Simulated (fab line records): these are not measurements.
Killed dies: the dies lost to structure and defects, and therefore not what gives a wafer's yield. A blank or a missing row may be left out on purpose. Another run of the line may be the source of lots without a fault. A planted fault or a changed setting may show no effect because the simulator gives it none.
fab line records	flow sky130
record: lots: 5	wafers: 27
route steps=708 shown SONOS_ONO@180 POLY_GATE@226 LOCAL_INTERCONNECT@387 CONTACT@419 METAL1@448 METAL2@486 METAL3@536
start_h: hours from the record's opening day to when the first of the lot's shown wafers began	wait_h: hours elapsed since this lot's preceding step	" identical to the entry in the row above	L1.1+2: a row that stands for several wafers	- no value present, or no start provided	* or withheld: withheld	< > ~ a bound
route shown NAME@n: names a module that has steps shown in the file, with the first one's number in the route	usual: mean and standard deviation over wafers with no fault	same: alike in all rows	chamber/n: place in a boat	sites: each site's reading	_std_site: how widely they spread, as a standard deviation	_edge_site: mean of outer sites minus mean of inner sites	radius_mm: for every site, how far away it sits from the centre of the wafer	mask NAME#n: copy n	behind: the last tool/chamber to shape the wafer	hold: reason for holding the lot/hours on hold/outcome of the hold	device: names the non-switching transistor (n, p or np)	end of line: at the end of the route, the tests of the same wafers	where a step has no rows: the recipe by itself	killed: dies lost to structure and defects at the first sort, not the wafer's yield	map: a wafer's dies, x killed, . not, _ none there
set.NAME: the run value of the setting; set.NAME@STEP: its run value at that earlier step	model.NAME: the simulator's own value behind a step, which no gauge read
one table per step and one row per wafer, for lots whose settings were changed on purpose
== steps ==
step: SKY_SONOS_ONO_DEVELOP_12
recipe: develop_time_s: 60	dev_temp_c: 23
lot.wafer	tool	chamber	start_h	wait_h	set.develop_time_s
L075.1+2+5	litho_track-04	0	292.17	0.1	34.96
L075.3+4+6	"	0	"	"	60
L076.2+3+5	litho_track-03	0	298.51	0.1	60
L077.1+5+6	litho_track-03	0	302.19	0.1	84.74
L077.2+3+4	"	0	"	"	60
L079.1+2+3	litho_track-03	0	333.84	0.1	60
L079.4+5+6	"	0	"	"	33.79
L083.1+5+6	litho_track-01	0	351.71	0.1	43.54
L083.2+3+4	"	0	"	"	60
step: SKY_SONOS_ONO_ETCH_15
recipe: target_depth_nm: 19.52	chemistry: CHF3/O2	source_w: 600	bias_w: 200	pressure_mtorr: 40	chf3_flow_sccm: 50	O2_flow_sccm: 5	time_s: 7.8
lot.wafer	tool	chamber	start_h	wait_h	set.develop_time_s@SONOS_ONO_DEVELOP_12	model.SONOS_ONO.cd_nm
L075.1+2+5	rie_diel-03	0,2,1	292.48	0.0	34.96	-
L075.3	"	1	"	"	60	413.5
L075.4	"	3	"	"	60	410.5
L075.6	"	2	"	"	60	412.4
L076.2	rie_diel-03	3	298.79	0.0	60	409
L076.3	"	0	"	"	60	408.8
L076.5	"	3	"	"	60	407.6
L077.1	rie_diel-01	1	302.49	0.0	84.74	375.1
L077.2	"	3	"	"	60	409.7
L077.3	"	2	"	"	60	407.8
L077.4	"	0	"	"	60	408.3
L077.5	"	0	"	"	84.74	378.6
L077.6	"	3	"	"	84.74	379.8
L079.1	rie_diel-03	0	334.14	0.0	60	410.1
L079.2	"	2	"	"	60	410.4
L079.3	"	1	"	"	60	409
L079.4+5+6	"	3,3,2	"	"	33.79	-
L083.1	rie_diel-02	2	352.02	0.0	43.54	445.9
L083.2	"	1	"	"	60	412.2
L083.3	"	3	"	"	60	412.4
L083.4	"	2	"	"	60	413.6
L083.5	"	3	"	"	43.54	442.4
L083.6	"	1	"	"	43.54	445.5
step: SKY_POLY_GATE_DEVELOP_12
recipe: develop_time_s: 60	resist: KrF-thick	dev_temp_c: 21
lot.wafer	tool	chamber	start_h	wait_h	set.develop_time_s
L075.1+4+5	litho_track-04	0	-	-	91.17
L075.2+3+6	"	0	"	"	60
L076.2+3+5	litho_track-02	0	-	-	60
L077.1+2+6	litho_track-02	0	-	-	60
L077.3+4+5	"	0	"	"	46.89
L079.1+4+6	litho_track-04	0	-	-	85.27
L079.2+3+5	"	0	"	"	60
L083.1+2+3+4+5+6	litho_track-03	0	-	-	60
step: SKY_POLY_GATE_CD_MEAS_13
recipe: target_cd_nm: 150
usual: cd_nm: 150.1/1.2
lot.wafer	tool	chamber	start_h	wait_h	set.develop_time_s@POLY_GATE_DEVELOP_12	cd_nm
L075.1	cd_sem-02	-	384.62	-	91.17	141.9
L075.2	"	-	"	"	60	148.8
L075.3	"	-	"	"	60	148.0
L075.4	"	-	"	"	91.17	140.8
L075.5	"	-	"	"	91.17	142.6
L075.6	"	-	"	"	60	149.8
L076.2	cd_sem-02	-	386.98	-	60	151.6
L076.3	"	-	"	"	60	151.5
L076.5	"	-	"	"	60	150.0
L077.1	cd_sem-02	-	394.66	-	60	149.9
L077.2	"	-	"	"	60	151.0
L077.3	"	-	"	"	46.89	154.1
L077.4	"	-	"	"	46.89	154.3
L077.5	"	-	"	"	46.89	153.0
L077.6	"	-	"	"	60	150.4
L079.1	cd_sem-01	-	429.92	-	85.27	143.2
L079.2	"	-	"	"	60	149.1
L079.3	"	-	"	"	60	148.8
L079.4	"	-	"	"	85.27	141.4
L079.5	"	-	"	"	60	148.7
L079.6	"	-	"	"	85.27	141.4
L083.1	cd_sem-01	-	446.84	-	60	151.7
L083.2	"	-	"	"	60	151.0
L083.3	"	-	"	"	60	151.5
L083.4	"	-	"	"	60	149.7
L083.5	"	-	"	"	60	151.6
L083.6	"	-	"	"	60	151.3
step: SKY_LOCAL_INTERCONNECT_SPUTTER_00
recipe: material: TiN	target_thk_nm: 100	temp_c: 300	power_w: 6500	time_s: 83.3	chamber_pressure_pa: 0.4
lot.wafer	tool	chamber	start_h	wait_h	set.time_s	model.TiN_of_LOCAL_INTERCONNECT_SPUTTER_00.thk_nm
L075.1	pvd_sputter-01	-	695.25	0.1	83.3	99.46
L075.2	"	-	"	"	53.61	64.99
L075.3	"	-	"	"	53.61	64.77
L075.4	"	-	"	"	53.61	65.29
L075.5	"	-	"	"	83.3	100.6
L075.6	"	-	"	"	83.3	99.59
L076.2	pvd_sputter-02	-	698.28	0.2	83.3	100.5
L076.3	"	-	"	"	83.3	101.8
L076.5	"	-	"	"	83.3	98.64
L077.1	pvd_sputter-03	-	704.87	0.1	83.3	100.6
L077.2	"	-	"	"	101.2	120.2
L077.3	"	-	"	"	83.3	99.37
L077.4	"	-	"	"	83.3	100.8
L077.5	"	-	"	"	101.2	121.2
L077.6	"	-	"	"	101.2	120.3
L079.1	pvd_sputter-02	-	736.18	0.1	112.9	134.5
L079.2	"	-	"	"	83.3	101.2
L079.3	"	-	"	"	83.3	100.5
L079.4	"	-	"	"	83.3	97.46
L079.5	"	-	"	"	112.9	135.8
L079.6	"	-	"	"	112.9	134.6
L083.1	pvd_sputter-01	-	750.12	0.1	102.1	121.3
L083.2	"	-	"	"	83.3	99.94
L083.3	"	-	"	"	102.1	122.4
L083.4	"	-	"	"	83.3	99.55
L083.5	"	-	"	"	102.1	121.4
L083.6	"	-	"	"	83.3	99.25
step: SKY_LOCAL_INTERCONNECT_RS_MEAS_01
recipe: thk_meas_gauge: four-point-probe	reads: TiN_of_LOCAL_INTERCONNECT_SPUTTER_00
usual: LOCAL_INTERCONNECT_TIN_RS: 14.12/0.16
lot.wafer	tool	chamber	start_h	wait_h	set.time_s@LOCAL_INTERCONNECT_SPUTTER_00	LOCAL_INTERCONNECT_TIN_RS[ohm/sq]
L075.1	film_metro-03	-	695.31	0.0	83.3	14.22
L075.2	"	-	"	"	53.61	22.26
L075.3	"	-	"	"	53.61	22.33
L075.4	"	-	"	"	53.61	22.21
L075.5	"	-	"	"	83.3	14.03
L075.6	"	-	"	"	83.3	14.19
L076.2	film_metro-02	-	698.36	0.1	83.3	14.06
L076.3	"	-	"	"	83.3	13.90
L076.5	"	-	"	"	83.3	14.35
L077.1	film_metro-02	-	704.94	0.0	83.3	14.05
L077.2	"	-	"	"	101.2	11.68
L077.3	"	-	"	"	83.3	14.24
L077.4	"	-	"	"	83.3	14.00
L077.5	"	-	"	"	101.2	11.54
L077.6	"	-	"	"	101.2	11.66
L079.1	film_metro-01	-	736.24	0.0	112.9	10.38
L079.2	"	-	"	"	83.3	13.94
L079.3	"	-	"	"	83.3	14.05
L079.4	"	-	"	"	83.3	14.53
L079.5	"	-	"	"	112.9	10.27
L079.6	"	-	"	"	112.9	10.37
L083.1	film_metro-03	-	750.18	0.0	102.1	11.55
L083.2	"	-	"	"	83.3	14.16
L083.3	"	-	"	"	102.1	11.46
L083.4	"	-	"	"	83.3	14.19
L083.5	"	-	"	"	102.1	11.56
L083.6	"	-	"	"	83.3	14.28
step: SKY_LOCAL_INTERCONNECT_THK_MEAS_02
recipe: thk_meas_gauge: xrf	reads: TiN_of_LOCAL_INTERCONNECT_SPUTTER_00
usual: LOCAL_INTERCONNECT_TIN_THK: 100.9/1.1
lot.wafer	tool	chamber	start_h	wait_h	set.time_s@LOCAL_INTERCONNECT_SPUTTER_00	LOCAL_INTERCONNECT_TIN_THK[nm]
L075.1	film_metro-03	-	695.43	0.1	83.3	100.8
L075.2	"	-	"	"	53.61	65.5
L075.3	"	-	"	"	53.61	65.3
L075.4	"	-	"	"	53.61	65.6
L075.5	"	-	"	"	83.3	101.5
L075.6	"	-	"	"	83.3	100.4
L076.2	film_metro-02	-	698.47	0.1	83.3	102.0
L076.3	"	-	"	"	83.3	103.2
L076.5	"	-	"	"	83.3	99.9
L077.1	film_metro-02	-	705.06	0.1	83.3	101.8
L077.2	"	-	"	"	101.2	121.6
L077.3	"	-	"	"	83.3	100.8
L077.4	"	-	"	"	83.3	102.1
L077.5	"	-	"	"	101.2	122.5
L077.6	"	-	"	"	101.2	121.4
L079.1	film_metro-01	-	736.36	0.1	112.9	135.4
L079.2	"	-	"	"	83.3	101.9
L079.3	"	-	"	"	83.3	101.1
L079.4	"	-	"	"	83.3	98.2
L079.5	"	-	"	"	112.9	136.7
L079.6	"	-	"	"	112.9	135.7
L083.1	film_metro-03	-	750.30	0.1	102.1	122.6
L083.2	"	-	"	"	83.3	100.6
L083.3	"	-	"	"	102.1	123.3
L083.4	"	-	"	"	83.3	100.6
L083.5	"	-	"	"	102.1	122.8
L083.6	"	-	"	"	83.3	100.1
step: SKY_CONTACT_DEVELOP_13
recipe: develop_time_s: 60	resist: KrF-thick	dev_temp_c: 21
lot.wafer	tool	chamber	start_h	wait_h	set.develop_time_s
L075.1+3+4	litho_track-03	0	-	-	60
L075.2+5+6	"	0	"	"	32.56
L076.2+3+5	litho_track-02	0	-	-	60
L077.1+2+4	litho_track-02	0	-	-	37.04
L077.3+5+6	"	0	"	"	60
L079.1+4+6	litho_track-04	0	-	-	60
L079.2+3+5	"	0	"	"	88.91
L083.1+2+6	litho_track-03	0	-	-	89.14
L083.3+4+5	"	0	"	"	60
step: SKY_CONTACT_CD_MEAS_14
recipe: target_cd_nm: 170
usual: cd_nm: 169.9/1.7
lot.wafer	tool	chamber	start_h	wait_h	set.develop_time_s@CONTACT_DEVELOP_13	cd_nm
L075.1	cd_sem-01	-	752.54	-	60	169.8
L075.2	"	-	"	"	32.56	158.5
L075.3	"	-	"	"	60	171.0
L075.4	"	-	"	"	60	169.6
L075.5	"	-	"	"	32.56	157.4
L075.6	"	-	"	"	32.56	157.3
L076.2	cd_sem-01	-	754.58	-	60	167.7
L076.3	"	-	"	"	60	167.7
L076.5	"	-	"	"	60	168.7
L077.1	cd_sem-01	-	761.31	-	37.04	159.7
L077.2	"	-	"	"	37.04	160.4
L077.3	"	-	"	"	60	168.3
L077.4	"	-	"	"	37.04	161.3
L077.5	"	-	"	"	60	169.9
L077.6	"	-	"	"	60	169.1
L079.1	cd_sem-02	-	790.37	-	60	170.0
L079.2	"	-	"	"	88.91	177.8
L079.3	"	-	"	"	88.91	178.5
L079.4	"	-	"	"	60	171.6
L079.5	"	-	"	"	88.91	177.8
L079.6	"	-	"	"	60	171.0
L083.1	cd_sem-02	-	805.49	-	89.14	175.3
L083.2	"	-	"	"	89.14	175.5
L083.3	"	-	"	"	60	167.4
L083.4	"	-	"	"	60	166.9
L083.5	"	-	"	"	60	168.5
L083.6	"	-	"	"	89.14	175.3
step: SKY_CONTACT_ETCH_16
recipe: chemistry: N2/H2	target: BARC	ion_energy_ev: 200	source_w: 500	bias_w: 100	pressure_mtorr: 30	n2_flow_sccm: 100	h2_flow_sccm: 200	stop_on: SiO2	time_s: 45.9	target_depth_a: 600
lot.wafer	tool	chamber	start_h	wait_h	set.develop_time_s@CONTACT_DEVELOP_13	model.CONTACT.cd_nm
L075.1	rie_diel-04	0	752.69	0.0	60	168.2
L075.2	"	1	"	"	32.56	159.4
L075.3	"	2	"	"	60	170.9
L075.4	"	3	"	"	60	169.8
L075.5	"	3	"	"	32.56	157.9
L075.6	"	0	"	"	32.56	156.2
L076.2	rie_diel-02	0	754.72	0.0	60	167.9
L076.3	"	2	"	"	60	168.5
L076.5	"	0	"	"	60	168.3
L077.1	rie_diel-04	2	761.47	0.0	37.04	159.5
L077.2	"	0	"	"	37.04	159.1
L077.3	"	1	"	"	60	168.9
L077.4	"	3	"	"	37.04	161.5
L077.5	"	2	"	"	60	169.5
L077.6	"	1	"	"	60	170.4
L079.1	rie_diel-01	1	790.53	0.0	60	169.9
L079.2	"	2	"	"	88.91	177.3
L079.3	"	3	"	"	88.91	179.2
L079.4	"	0	"	"	60	171
L079.5	"	3	"	"	88.91	178.3
L079.6	"	2	"	"	60	171.6
L083.1+6	rie_diel-04	1,2	805.64	0.0	89.14	175.3
L083.2	"	0	"	"	89.14	173.9
L083.3	"	2	"	"	60	167.6
L083.4	"	3	"	"	60	166.6
L083.5	"	3	"	"	60	167.9
step: SKY_METAL1_DEVELOP_14
recipe: develop_time_s: 60	resist: KrF-thick	dev_temp_c: 21
lot.wafer	tool	chamber	start_h	wait_h	set.develop_time_s
L075.1+3+6	litho_track-04	0	-	-	60
L075.2+4+5	"	0	"	"	76.54
L076.2+3+5	litho_track-01	0	-	-	60
L077.1+2+3	litho_track-04	0	-	-	31.32
L077.4+5+6	"	0	"	"	60
L079.1+3+6	litho_track-01	0	-	-	36.2
L079.2+4+5	"	0	"	"	60
L083.1+2+5	litho_track-01	0	-	-	60
L083.3+4+6	"	0	"	"	77.82
step: SKY_METAL1_CD_MEAS_15
recipe: target_cd_nm: 140
usual: cd_nm: 140.6/1.5
lot.wafer	tool	chamber	start_h	wait_h	set.develop_time_s@METAL1_DEVELOP_14	cd_nm
L075.1	cd_sem-01	-	781.37	-	60	140.8
L075.2	"	-	"	"	76.54	136.8
L075.3	"	-	"	"	60	141.7
L075.4	"	-	"	"	76.54	137.4
L075.5	"	-	"	"	76.54	136.8
L075.6	"	-	"	"	60	142.4
L076.2	cd_sem-01	-	783.43	-	60	140.4
L076.3	"	-	"	"	60	138.4
L076.5	"	-	"	"	60	139.1
L077.1	cd_sem-02	-	790.02	-	31.32	153.2
L077.2	"	-	"	"	31.32	155.3
L077.3	"	-	"	"	31.32	155.4
L077.4	"	-	"	"	60	141.1
L077.5	"	-	"	"	60	141.1
L077.6	"	-	"	"	60	141.7
L079.1	cd_sem-02	-	818.61	-	36.2	148.0
L079.2	"	-	"	"	60	138.9
L079.3	"	-	"	"	36.2	149.5
L079.4	"	-	"	"	60	138.4
L079.5	"	-	"	"	60	138.8
L079.6	"	-	"	"	36.2	148.2
L083.1	cd_sem-01	-	833.06	-	60	139.3
L083.2	"	-	"	"	60	140.0
L083.3	"	-	"	"	77.82	134.6
L083.4	"	-	"	"	77.82	134.5
L083.5	"	-	"	"	60	138.4
L083.6	"	-	"	"	77.82	134.7
step: SKY_METAL1_DESCUM_17
recipe: chemistry: O2	source_power_w: 150	bias_power_w: 0	pressure_mtorr: 10	temp_c: 40	time_s: 8
lot.wafer	tool	chamber	start_h	wait_h	set.develop_time_s@METAL1_DEVELOP_14	model.METAL1.cd_nm
L075.1	rie_metal-04	0	781.53	0.0	60	140.6
L075.2	"	1	"	"	76.54	137
L075.3	"	0	"	"	60	141.8
L075.4	"	1	"	"	76.54	137.8
L075.5	"	0	"	"	76.54	136.4
L075.6	"	1	"	"	60	142.6
L076.2	rie_metal-02	0	783.57	0.0	60	140.6
L076.3	"	1	"	"	60	138
L076.5	"	0	"	"	60	139.4
L077.1	rie_metal-02	1	790.18	0.0	31.32	152.8
L077.2+3	"	1	"	"	31.32	154.7
L077.4	"	1	"	"	60	141.1
L077.5	"	1	"	"	60	140.7
L077.6	"	1	"	"	60	141.4
L079.1	rie_metal-03	0	818.77	0.0	36.2	147
L079.2	"	1	"	"	60	139.1
L079.3	"	0	"	"	36.2	148.3
L079.4	"	1	"	"	60	138.6
L079.5	"	0	"	"	60	137.7
L079.6	"	1	"	"	36.2	148.1
L083.1	rie_metal-02	0	833.22	0.0	60	139.1
L083.2	"	1	"	"	60	139.4
L083.3	"	0	"	"	77.82	134
L083.4	"	1	"	"	77.82	133.7
L083.5	"	1	"	"	60	137.9
L083.6	"	0	"	"	77.82	134.2
step: SKY_METAL1_ETCH_18
recipe: chemistry: N2/H2	target: BARC	ion_energy_ev: 200	bias_w: 100	pressure_mtorr: 30	n2_flow_sccm: 100	h2_flow_sccm: 200	icp_w: 500	stop_on: SiO2	time_s: 45.9	target_depth_a: 600
step: SKY_METAL1_METAL_ETCH_19
recipe: target_depth_a: 3600	stop_on: SiO2	over_etch_frac: 0.3	time_s: 78	chemistry: Cl2/BCl3	resist_sidewall_deg: 88	pressure_mtorr: 10	icp_w: 900	bias_w: 48.5	Cl2_flow_sccm: 60	bcl3_flow_sccm: 30
lot.wafer	tool	chamber	start_h	wait_h	set.develop_time_s@METAL1_DEVELOP_14	model.METAL1.cd_nm
L075.1	rie_metal-04	0	781.62	0.0	60	144.6
L075.2	"	1	"	"	76.54	136.8
L075.3	"	0	"	"	60	146
L075.4	"	1	"	"	76.54	136.5
L075.5	"	0	"	"	76.54	140.5
L075.6	"	1	"	"	60	141.4
L076.2	rie_metal-02	0	783.66	0.0	60	143.6
L076.3	"	1	"	"	60	139.3
L076.5	"	0	"	"	60	140.6
L077.1	rie_metal-02	1	790.37	0.1	31.32	152.5
L077.2	"	1	"	"	31.32	153.6
L077.3	"	1	"	"	31.32	154.5
L077.4	"	1	"	"	60	141.9
L077.5	"	1	"	"	60	138.9
L077.6	"	1	"	"	60	141.5
L079.1	rie_metal-03	0	818.86	0.0	36.2	148
L079.2	"	1	"	"	60	146.4
L079.3	"	0	"	"	36.2	146.4
L079.4	"	1	"	"	60	144.6
L079.5	"	0	"	"	60	138.2
L079.6	"	1	"	"	36.2	155.7
L083.1	rie_metal-02	0	833.31	0.0	60	138.1
L083.2	"	1	"	"	60	136.6
L083.3+4	"	0,1	"	"	77.82	131.6
L083.5	"	1	"	"	60	135.7
L083.6	"	0	"	"	77.82	133.4
step: SKY_METAL2_SPUTTER_03
recipe: material: Ti	target_thk_nm: 5	power_w: 3000	time_s: 3.3	chamber_pressure_pa: 0.4
lot.wafer	tool	chamber	start_h	wait_h	set.time_s	model.Ti_of_METAL2_SPUTTER_03.thk_nm
L075.1	pvd_sputter-01	-	811.21	0.0	4.752	7.306
L075.2	"	-	"	"	3.3	5.125
L075.3	"	-	"	"	3.3	4.972
L075.4	"	-	"	"	4.752	6.971
L075.5	"	-	"	"	4.752	7.262
L075.6	"	-	"	"	3.3	5.134
L076.2	pvd_sputter-01	-	812.96	0.0	3.3	5.15
L076.3	"	-	"	"	3.3	5.099
L076.5	"	-	"	"	3.3	4.955
L077.1	pvd_sputter-01	-	820.90	0.0	3.3	4.923
L077.2	"	-	"	"	3.3	5.045
L077.3	"	-	"	"	1.907	2.976
L077.4	"	-	"	"	1.907	2.642
L077.5	"	-	"	"	1.907	2.97
L077.6	"	-	"	"	3.3	4.87
L079.1	pvd_sputter-01	-	847.79	0.0	3.3	5.167
L079.2	"	-	"	"	3.3	5.162
L079.3	"	-	"	"	3.3	4.973
L079.4	"	-	"	"	3.3	4.796
L079.5	"	-	"	"	3.3	5.054
L079.6	"	-	"	"	3.3	4.791
L083.1	pvd_sputter-02	-	861.97	0.0	3.3	5.04
L083.2	"	-	"	"	3.3	5.187
L083.3	"	-	"	"	5.068	7.744
L083.4	"	-	"	"	3.3	5.107
L083.5	"	-	"	"	5.068	7.837
L083.6	"	-	"	"	5.068	7.797
step: SKY_METAL3_SPUTTER_04
recipe: material: TiN	target_thk_nm: 70	power_w: 6500	time_s: 58.3	chamber_pressure_pa: 0.4
lot.wafer	tool	chamber	start_h	wait_h	set.time_s	model.TiN_of_METAL3_SPUTTER_04.thk_nm
L075.1	pvd_sputter-01	-	866.86	0.0	58.3	70.02
L075.2	"	-	"	"	58.3	70.69
L075.3	"	-	"	"	45.58	55.3
L075.4	"	-	"	"	45.58	56.61
L075.5	"	-	"	"	58.3	71.31
L075.6	"	-	"	"	45.58	54.58
L076.2	pvd_sputter-02	-	871.04	0.0	58.3	71
L076.3	"	-	"	"	58.3	70.56
L076.5	"	-	"	"	58.3	70.77
L077.1	pvd_sputter-04	-	876.57	0.0	32.41	40.56
L077.2	"	-	"	"	58.3	71.69
L077.3	"	-	"	"	58.3	70.57
L077.4	"	-	"	"	32.41	39.34
L077.5	"	-	"	"	58.3	71.13
L077.6	"	-	"	"	32.41	41.04
L079.1	pvd_sputter-01	-	901.59	0.0	58.3	71.35
L079.2	"	-	"	"	58.3	70.54
L079.3	"	-	"	"	58.3	71.76
L079.4	"	-	"	"	58.3	70.88
L079.5	"	-	"	"	58.3	71.37
L079.6	"	-	"	"	58.3	70.65
L083.1	pvd_sputter-02	-	917.74	0.0	58.3	70.17
L083.2	"	-	"	"	58.3	70.29
L083.3	"	-	"	"	58.3	70.89
L083.4	"	-	"	"	58.3	69.78
L083.5	"	-	"	"	58.3	70.21
L083.6	"	-	"	"	58.3	70.15
step: SKY_METAL3_ETCH_17
recipe: target: SiO2	stop_on: TiN	chemistry: C4F8/O2/Ar	source_w: 1500	bias_w: 1200	pressure_mtorr: 40	c4f8_flow_sccm: withheld	O2_flow_sccm: 6	Ar_flow_sccm: 300	time_s: 3.9	target_depth_a: 150
usual: oes_product_au: 0.754/0.0082
lot.wafer	tool	chamber	start_h	wait_h	set.time_s	oes_product_au
L075.1	rie_diel-03	0	918.50	0.1	3.9	0.767
L075.2	"	1	"	"	6.15	0.640
L075.3	"	3	"	"	6.15	0.627
L075.4	"	2	"	"	6.15	0.643
L075.5	"	3	"	"	3.9	0.746
L075.6	"	0	"	"	3.9	0.764
L076.2	rie_diel-02	0	922.65	0.1	3.9	0.752
L076.3	"	1	"	"	3.9	0.744
L076.5	"	0	"	"	3.9	0.755
L077.1	rie_diel-03	2	926.75	0.1	3.9	0.759
L077.2	"	1	"	"	4.825	0.684
L077.3	"	3	"	"	3.9	0.748
L077.4	"	0	"	"	4.825	0.689
L077.5	"	2	"	"	4.825	0.691
L077.6	"	1	"	"	3.9	0.773
L079.1	rie_diel-01	0	951.50	0.1	2.102	1.016
L079.2	"	3	"	"	3.9	0.751
L079.3	"	2	"	"	3.9	0.752
L079.4	"	1	"	"	2.102	0.996
L079.5	"	3	"	"	2.102	1.012
L079.6	"	2	"	"	3.9	0.764
L083.1	rie_diel-01	2	966.73	0.2	3.9	0.755
L083.2	"	1	"	"	3.9	0.765
L083.3	"	0	"	"	3.9	0.761
L083.4	"	2	"	"	5.947	0.643
L083.5	"	0	"	"	5.947	0.651
L083.6	"	1	"	"	5.947	0.647
== key ==
split: step: SKY_SONOS_ONO_DEVELOP_12	setting: develop_time_s	stated: 60	by: wafer
response: step: SKY_SONOS_ONO_ETCH_15	reading: model.SONOS_ONO.cd_nm	change: -0.874	per: 1%	r: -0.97
split: step: SKY_POLY_GATE_DEVELOP_12	setting: develop_time_s	stated: 60	by: wafer
response: step: SKY_POLY_GATE_CD_MEAS_13	reading: cd_nm	change: -0.147	per: 1%	r: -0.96
split: step: SKY_LOCAL_INTERCONNECT_SPUTTER_00	setting: time_s	stated: 83.3	by: wafer
response: step: SKY_LOCAL_INTERCONNECT_SPUTTER_00	reading: model.TiN_of_LOCAL_INTERCONNECT_SPUTTER_00.thk_nm	change: +0.979	per: 1%	r: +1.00
response: step: SKY_LOCAL_INTERCONNECT_RS_MEAS_01	reading: LOCAL_INTERCONNECT_TIN_RS	change: -0.154	per: 1%	r: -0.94
response: step: SKY_LOCAL_INTERCONNECT_THK_MEAS_02	reading: LOCAL_INTERCONNECT_TIN_THK	change: +0.99	per: 1%	r: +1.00
split: step: SKY_CONTACT_DEVELOP_13	setting: develop_time_s	stated: 60	by: wafer
response: step: SKY_CONTACT_CD_MEAS_14	reading: cd_nm	change: +0.197	per: 1%	r: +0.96
response: step: SKY_CONTACT_ETCH_16	reading: model.CONTACT.cd_nm	change: +0.197	per: 1%	r: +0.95
split: step: SKY_METAL1_DEVELOP_14	setting: develop_time_s	stated: 60	by: wafer
response: step: SKY_METAL1_CD_MEAS_15	reading: cd_nm	change: -0.235	per: 1%	r: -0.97
response: step: SKY_METAL1_DESCUM_17	reading: model.METAL1.cd_nm	change: -0.229	per: 1%	r: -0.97
response: step: SKY_METAL1_METAL_ETCH_19	reading: model.METAL1.cd_nm	change: -0.217	per: 1%	r: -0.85
split: step: SKY_METAL2_SPUTTER_03	setting: time_s	stated: 3.3	by: wafer
response: step: SKY_METAL2_SPUTTER_03	reading: model.Ti_of_METAL2_SPUTTER_03.thk_nm	change: +0.0492	per: 1%	r: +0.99
split: step: SKY_METAL3_SPUTTER_04	setting: time_s	stated: 58.3	by: wafer
response: step: SKY_METAL3_SPUTTER_04	reading: model.TiN_of_METAL3_SPUTTER_04.thk_nm	change: +0.694	per: 1%	r: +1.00
split: step: SKY_METAL3_ETCH_17	setting: time_s	stated: 3.9	by: wafer
response: step: SKY_METAL3_ETCH_17	reading: oes_product_au	shape: bent	at_lowest: 1.008	at_stated: 0.757	at_highest: 0.637
